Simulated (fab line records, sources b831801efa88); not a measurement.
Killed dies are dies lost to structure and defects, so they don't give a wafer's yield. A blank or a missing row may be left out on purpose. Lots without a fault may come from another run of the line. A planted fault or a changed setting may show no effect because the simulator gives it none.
Chamber matching | flow gf180mcu | GF_V5_CMP_04 on cmp-01: 4 sister chambers
The step polishes SiO2. 14 wafers are shown with their chamber, then 7 later ones without.

WAFERS WITH THEIR CHAMBER
wafer  | chamber | motor_current_A (A) | retaining_ring_pressure_frac | head_pressure_psi (psi)
L074.1 | 3       | 14.2                | 1.002                        | 3.995
L074.3 | 2       | 10.7                | 1.003                        | 3.984
L074.6 | 2       | 11.1                | 1.003                        | 3.987
L076.1 | 3       | 14.1                | 1.012                        | 3.998
L076.3 | 2       | 11.3                | 1.009                        | 4.003
L076.4 | 1       | 10.3                | 0.999                        | 4.014
L084.1 | 3       | 12.9                | 1.001                        | 4.003
L084.4 | 2       | 11.5                | 0.989                        | 4.000
L084.6 | 0       | 12.3                | 0.993                        | 3.998
L086.1 | 1       | 10.0                | 1.000                        | 3.994
L086.3 | 0       | 12.1                | 0.992                        | 4.004
L086.4 | 3       | 14.2                | 1.000                        | 4.011
L088.2 | 1       | 9.8                 | 0.996                        | 4.009
L088.3 | 3       | 13.4                | 0.997                        | 4.004

SIGNATURES (means of the wafers above)
reading                      | chamber 0 | chamber 1 | chamber 2 | chamber 3 | scatter within a chamber
motor_current_A              | 12.200    | 10.033    | 11.150    | 13.760    | 0.432
retaining_ring_pressure_frac | 0.99250   | 0.99833   | 1.00100   | 1.00240   | 0.00595
head_pressure_psi            | 4.00100   | 4.00567   | 3.99350   | 4.00220   | 0.00807
Rule: a wafer's distance from a chamber is the root of the sum, over the readings, of the square of ((its reading less the chamber's mean) divided by the reading's scatter). The wafer belongs to the nearest chamber; if the next one is less than 2 further off, it can't be placed. The scatter: the root of (the sum of the squares of (reading less its chamber's mean) over the shown wafers, divided by (wafers less chambers)).

WAFERS WITHOUT THEIR CHAMBER
wafer  | motor_current_A (A) | retaining_ring_pressure_frac | head_pressure_psi (psi)
L088.4 | 11.4                | 0.999                        | 4.011
L091.1 | 14.2                | 1.003                        | 4.027
L091.2 | 12.2                | 0.999                        | 4.000
L091.6 | 13.9                | 0.999                        | 4.007
L096.1 | 14.1                | 0.997                        | 3.995
L096.3 | 11.1                | 0.998                        | 4.003
L096.5 | 9.7                 | 0.993                        | 3.993

WHICH CHAMBER EACH WENT THROUGH
wafer  | from the rows above          | in truth
L088.4 | can't be placed: 2 or 0 or 1 | 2
L091.1 | 3                            | 3
L091.2 | can't be placed: 0 or 2      | 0
L091.6 | 3                            | 3
L096.1 | 3                            | 3
L096.3 | can't be placed: 2 or 1 or 0 | 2
L096.5 | can't be placed: 1 or 2      | 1
Placed correctly: 3 of 7. Can't be placed from these rows: 4 (the true chamber is among the candidates in 4). Placed wrongly: 0.
